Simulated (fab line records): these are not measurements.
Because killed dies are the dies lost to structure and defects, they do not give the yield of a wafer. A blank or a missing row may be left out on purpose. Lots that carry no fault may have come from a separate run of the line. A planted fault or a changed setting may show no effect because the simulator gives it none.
Which of the tools did it? / flow gf180mcu / 13 lots with 39 wafers sampled at 4 steps, on a route of 602 steps

== WHAT THE GAUGES SHOWED, per wafer ==
GF_LVPWELL_TW_MEAS_11.
lot=L871; measured=day 3 19:54; on=film-metro-03; LVPWELL_TW=560 557 558
lot=L872; measured=day 4 04:46; on=film-metro-03; LVPWELL_TW=565 562 561
lot=L873; measured=day 4 06:53; on=film-metro-04; LVPWELL_TW=564 562 566
lot=L874; measured=day 4 13:02; on=film-metro-01; LVPWELL_TW=556 556 556
lot=L875; measured=day 4 20:56; on=film-metro-04; LVPWELL_TW=567 565 568
lot=L876; measured=day 5 00:12; on=film-metro-04; LVPWELL_TW=567 570 569
lot=L877; measured=day 5 06:08; on=film-metro-01; LVPWELL_TW=555 558 558
lot=L886; measured=day 7 09:01; on=film-metro-04; LVPWELL_TW=566 565 569
lot=L887; measured=day 7 17:30; on=film-metro-04; LVPWELL_TW=569 567 571
lot=L889; measured=day 8 02:24; on=film-metro-04; LVPWELL_TW=565 566 571
lot=L890; measured=day 8 06:53; on=film-metro-03; LVPWELL_TW=564 561 562
lot=L893; measured=day 9 00:28; on=film-metro-03; LVPWELL_TW=558 560 557
lot=L894; measured=day 9 11:11; on=film-metro-04; LVPWELL_TW=569 567 563

GF_MVPSD_OVL_MEAS_07.
lot=L871; measured=day 4 22:11; on=overlay-02; MVPSD_OVL (nm)=-3.7 -3.7 -4.7
lot=L872; measured=day 5 08:18; on=overlay-02; MVPSD_OVL (nm)=0.7 -0.2 -1.5
lot=L873; measured=day 5 10:31; on=overlay-02; MVPSD_OVL (nm)=-2.1 -1.9 -2.5
lot=L874; measured=day 5 16:40; on=overlay-01; MVPSD_OVL (nm)=-3.1 -2.6 -2.6
lot=L875; measured=day 6 01:43; on=overlay-01; MVPSD_OVL (nm)=-2.7 -2.0 -1.8
lot=L876; measured=day 6 04:34; on=overlay-01; MVPSD_OVL (nm)=-2.5 -2.8 -3.0
lot=L877; measured=day 6 11:55; on=overlay-02; MVPSD_OVL (nm)=1.5 0.2 0.3
lot=L886; measured=day 8 17:01; on=overlay-01; MVPSD_OVL (nm)=-3.1 -2.1 -2.4
lot=L887; measured=day 9 01:44; on=overlay-01; MVPSD_OVL (nm)=-3.4 -1.1 -2.6
lot=L889; measured=day 9 12:35; on=overlay-02; MVPSD_OVL (nm)=-0.9 -0.5 -1.2
lot=L890; measured=day 9 16:56; on=overlay-02; MVPSD_OVL (nm)=-2.6 1.0 -3.1
lot=L893; measured=day 10 12:31; on=overlay-02; MVPSD_OVL (nm)=-1.9 -1.5 -1.0
lot=L894; measured=day 10 23:59; on=overlay-02; MVPSD_OVL (nm)=1.9 0.2 0.3

== WHICH TOOL RAN EACH LOT (tool, then ch and the chambers of the sampled wafers, then the start) ==
lot=L871; GF_STI_ETCH_14=rie-si-01 ch 1,3, day 2 01:13; GF_STI_STRIP_15=plasma-asher-04 ch 0,1, day 2 01:18
lot=L872; GF_STI_ETCH_14=rie-si-02 ch 0,2, day 2 06:40; GF_STI_STRIP_15=plasma-asher-01 ch 0,1, day 2 06:45
lot=L873; GF_STI_ETCH_14=rie-si-01 ch 0,2,3, day 2 10:37; GF_STI_STRIP_15=plasma-asher-01 ch 0,1, day 2 10:42
lot=L874; GF_STI_ETCH_14=rie-si-02 ch 0,1, day 2 16:22; GF_STI_STRIP_15=plasma-asher-01 ch 1, day 2 16:27
lot=L875; GF_STI_ETCH_14=rie-si-02 ch 1,2, day 3 01:30; GF_STI_STRIP_15=plasma-asher-04 ch 0,1, day 3 01:37
lot=L876; GF_STI_ETCH_14=rie-si-01 ch 0,1,3, day 3 04:18; GF_STI_STRIP_15=plasma-asher-04 ch 0,1, day 3 04:25
lot=L877; GF_STI_ETCH_14=rie-si-02 ch 0,1,3, day 3 08:10; GF_STI_STRIP_15=plasma-asher-04 ch 0,1, day 3 08:17
lot=L886; GF_STI_ETCH_14=rie-si-01 ch 0,2,3, day 5 06:38; GF_STI_STRIP_15=plasma-asher-04 ch 0,1, day 5 06:43
lot=L887; GF_STI_ETCH_14=rie-si-01 ch 0,1,3, day 5 12:46; GF_STI_STRIP_15=plasma-asher-04 ch 0,1, day 5 12:50
lot=L889; GF_STI_ETCH_14=rie-si-02 ch 0,3, day 5 22:09; GF_STI_STRIP_15=plasma-asher-04 ch 0,1, day 5 22:13
lot=L890; GF_STI_ETCH_14=rie-si-02 ch 0,1, day 6 02:19; GF_STI_STRIP_15=plasma-asher-01 ch 0,1, day 6 02:26
lot=L893; GF_STI_ETCH_14=rie-si-02 ch 0,1, day 6 19:34; GF_STI_STRIP_15=plasma-asher-02 ch 0,1, day 6 19:41
lot=L894; GF_STI_ETCH_14=rie-si-02 ch 0,1,2, day 7 00:57; GF_STI_STRIP_15=plasma-asher-02 ch 0,1, day 7 01:01
- GF_STI_ETCH_14: etches Si in HBr/Cl2/O2, target depth 360 nm, time 102.9 s.
- GF_STI_STRIP_15: strips in O2/N2.

== AS READ BY THE TOOLS THEMSELVES (means over the sampled wafers that have a number; for cases with no such wafer, the mark the record gives instead) ==
GF_STI_ETCH_14.
lot=L871; tool=rie-si-01; drypump-motor-current-A (A)=5.4; oes-product-au (a.u.)=0.989; run-length-s (s)=130.6; throttle-valve-pct (%)=25.668
lot=L872; tool=rie-si-02; drypump-motor-current-A (A)=5.3; oes-product-au (a.u.)=1.001; run-length-s (s)=131.2; throttle-valve-pct (%)=25.647
lot=L873; tool=rie-si-01; drypump-motor-current-A (A)=5.8; oes-product-au (a.u.)=0.996; run-length-s (s)=131.3; throttle-valve-pct (%)=25.664
lot=L874; tool=rie-si-02; drypump-motor-current-A (A)=5.2; oes-product-au (a.u.)=0.997; run-length-s (s)=130.8; throttle-valve-pct (%)=25.664
lot=L875; tool=rie-si-02; drypump-motor-current-A (A)=5.4; oes-product-au (a.u.)=0.994; run-length-s (s)=131.2; throttle-valve-pct (%)=25.665
lot=L876; tool=rie-si-01; drypump-motor-current-A (A)=5.9; oes-product-au (a.u.)=0.994; run-length-s (s)=130.9; throttle-valve-pct (%)=25.659
lot=L877; tool=rie-si-02; drypump-motor-current-A (A)=5.5; oes-product-au (a.u.)=1.000; run-length-s (s)=130.9; throttle-valve-pct (%)=25.652
lot=L886; tool=rie-si-01; drypump-motor-current-A (A)=5.8; oes-product-au (a.u.)=0.993; run-length-s (s)=120.2; throttle-valve-pct (%)=25.662
lot=L887; tool=rie-si-01; drypump-motor-current-A (A)=5.9; oes-product-au (a.u.)=0.994; run-length-s (s)=120.3; throttle-valve-pct (%)=25.666
lot=L889; tool=rie-si-02; drypump-motor-current-A (A)=5.4; oes-product-au (a.u.)=1.008; run-length-s (s)=131.2; throttle-valve-pct (%)=25.663
lot=L890; tool=rie-si-02; drypump-motor-current-A (A)=5.2; oes-product-au (a.u.)=0.994; run-length-s (s)=131.0; throttle-valve-pct (%)=25.657
lot=L893; tool=rie-si-02; drypump-motor-current-A (A)=5.2; oes-product-au (a.u.)=0.990; run-length-s (s)=131.2; throttle-valve-pct (%)=25.661
lot=L894; tool=rie-si-02; drypump-motor-current-A (A)=5.4; oes-product-au (a.u.)=1.003; run-length-s (s)=131.1; throttle-valve-pct (%)=25.652

GF_STI_STRIP_15.
lot=L871; tool=plasma-asher-04; drypump-motor-current-A (A)=6.12; heater-power-w (W)=350; oes-product-au (a.u.)=0.381; strip-time-to-endpoint-s (s)=3.73
lot=L872; tool=plasma-asher-01; drypump-motor-current-A (A)=5.77; heater-power-w (W)=401; oes-product-au (a.u.)=0.383; strip-time-to-endpoint-s (s)=3.70
lot=L873; tool=plasma-asher-01; drypump-motor-current-A (A)=5.66; heater-power-w (W)=388; oes-product-au (a.u.)=0.384; strip-time-to-endpoint-s (s)=3.72
lot=L874; tool=plasma-asher-01; drypump-motor-current-A (A)=5.57; heater-power-w (W)=377; oes-product-au (a.u.)=0.380; strip-time-to-endpoint-s (s)=3.70
lot=L875; tool=plasma-asher-04; drypump-motor-current-A (A)=6.20; heater-power-w (W)=384; oes-product-au (a.u.)=0.387; strip-time-to-endpoint-s (s)=3.71
lot=L876; tool=plasma-asher-04; drypump-motor-current-A (A)=6.19; heater-power-w (W)=378; oes-product-au (a.u.)=0.386; strip-time-to-endpoint-s (s)=3.70
lot=L877; tool=plasma-asher-04; drypump-motor-current-A (A)=6.18; heater-power-w (W)=379; oes-product-au (a.u.)=0.384; strip-time-to-endpoint-s (s)=3.69
lot=L886; tool=plasma-asher-04; drypump-motor-current-A (A)=6.20; heater-power-w (W)=379; oes-product-au (a.u.)=0.384; strip-time-to-endpoint-s (s)=3.87
lot=L887; tool=plasma-asher-04; drypump-motor-current-A (A)=6.12; heater-power-w (W)=352; oes-product-au (a.u.)=0.385; strip-time-to-endpoint-s (s)=3.81
lot=L889; tool=plasma-asher-04; drypump-motor-current-A (A)=6.18; heater-power-w (W)=382; oes-product-au (a.u.)=0.388; strip-time-to-endpoint-s (s)=3.77
lot=L890; tool=plasma-asher-01; drypump-motor-current-A (A)=5.75; heater-power-w (W)=402; oes-product-au (a.u.)=0.387; strip-time-to-endpoint-s (s)=3.71
lot=L893; tool=plasma-asher-02; drypump-motor-current-A (A)=5.99; heater-power-w (W)=316; oes-product-au (a.u.)=0.386; strip-time-to-endpoint-s (s)=3.73
lot=L894; tool=plasma-asher-02; drypump-motor-current-A (A)=6.08; heater-power-w (W)=317; oes-product-au (a.u.)=0.381; strip-time-to-endpoint-s (s)=3.65

== THE ANSWER, worked out from the rows above alone ==
Rule: what is usual is taken from the lots themselves. Put in order of their means at a reading, lots are off if they are a third of the lots or fewer, leave a main group of 4 or more, and stand apart from it by a gap of 3 or more times the standard deviation of the main group's means; of several such gaps the widest counts. A main group whose means are all the same, to the digits that the tables above print for the reading, isn't used. Also off: a lot with no number at a reading for which 4 or more lots have one. Any other lot the step has rows for is counted as sound. First the gauges in route order, then the tools' own readings, where a lot's mean is used as printed above. The first step at which some lot is off is used, and at that step the reading that is off furthest; a lot without a number counts as furthest.
Off: L886, L887, at GF_STI_ETCH_14 (run-length-s). The main group: mean 131.0 s, standard deviation 0.21.
If a tool, at that step or one of the process steps before it, ran each lot that is off and ran no sound lot following the first of them, it fits. One candidate fits, namely rie-si-01 at GF_STI_ETCH_14. A fault onset in the window from L876 (day 3 04:18, its last sound lot) to L886 (day 5 06:38, its first lot off) fits.
On the lots that are off, the tool's own readings at GF_STI_ETCH_14 differ by more than 5 times the standard deviation of the sound lots' means, which bears it out; run-length-s reads 120.2 s there versus 131.0 s on the sound lots.

== WHAT THE SIMULATOR PUT IN ==
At GF_STI_ETCH_14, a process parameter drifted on rie-si-01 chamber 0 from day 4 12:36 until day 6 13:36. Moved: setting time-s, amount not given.
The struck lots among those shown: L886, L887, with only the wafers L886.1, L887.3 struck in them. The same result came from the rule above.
